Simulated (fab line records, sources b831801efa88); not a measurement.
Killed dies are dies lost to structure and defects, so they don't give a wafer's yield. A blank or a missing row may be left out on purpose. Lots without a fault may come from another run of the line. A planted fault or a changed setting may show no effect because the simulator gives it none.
One fault seen from 2 desks | flow sky130 | each desk has only its own numbers; what lay behind them comes last

THE TOOL OWNER'S DESK: pecvd-02
The tool's own readings at SKY_PASSIVATION_CVD_02 (deposits Si3N4, target thk 540 nm): means of the sampled wafers that have a number, for each lot that ran on this tool. A lot is out of limits, marked OUT, if its mean lies more than 4 standard deviations from the usual mean; the brackets give that distance.
Columns: A = heater_power_w at SKY_PASSIVATION_CVD_02, usual 666 W
lot  | first seen here | A
L998 | day 44 14:52    | 682
L103 | day 45 13:43    | 706
L106 | day 46 13:31    | 674
L112 | day 47 17:55    | 715
L115 | day 48 07:52    | 679
This desk's finding: nothing out of limits on any of the 5 lots.

THE METROLOGY DESK
What the gauges read, lot by lot, whatever tool the lot ran on: means of the sampled wafers that have a number. A lot is out of limits, marked OUT, if its mean lies more than 4 standard deviations from the usual mean; the brackets give that distance.
Columns: A = PASSIVATION_CVD_02_THK at SKY_PASSIVATION_THK_MEAS_03, usual 538 nm
lot  | first seen here | A
L998 | day 44 15:32    | 532
L100 | day 44 18:28    | 545
L101 | day 45 06:56    | 542
L103 | day 45 13:58    | 541
L104 | day 45 19:32    | 537
L105 | day 46 01:34    | 535
L106 | day 46 13:44    | 547
L112 | day 47 18:09    | 556
L115 | day 48 08:05    | 550
L118 | day 48 22:07    | 535
This desk's finding: nothing out of limits on any of the 10 lots.

PUT TOGETHER
The tool owner's desk saw nothing out of limits.
The metrology desk saw nothing out of limits.

WHAT THE SIMULATOR HAD PUT IN
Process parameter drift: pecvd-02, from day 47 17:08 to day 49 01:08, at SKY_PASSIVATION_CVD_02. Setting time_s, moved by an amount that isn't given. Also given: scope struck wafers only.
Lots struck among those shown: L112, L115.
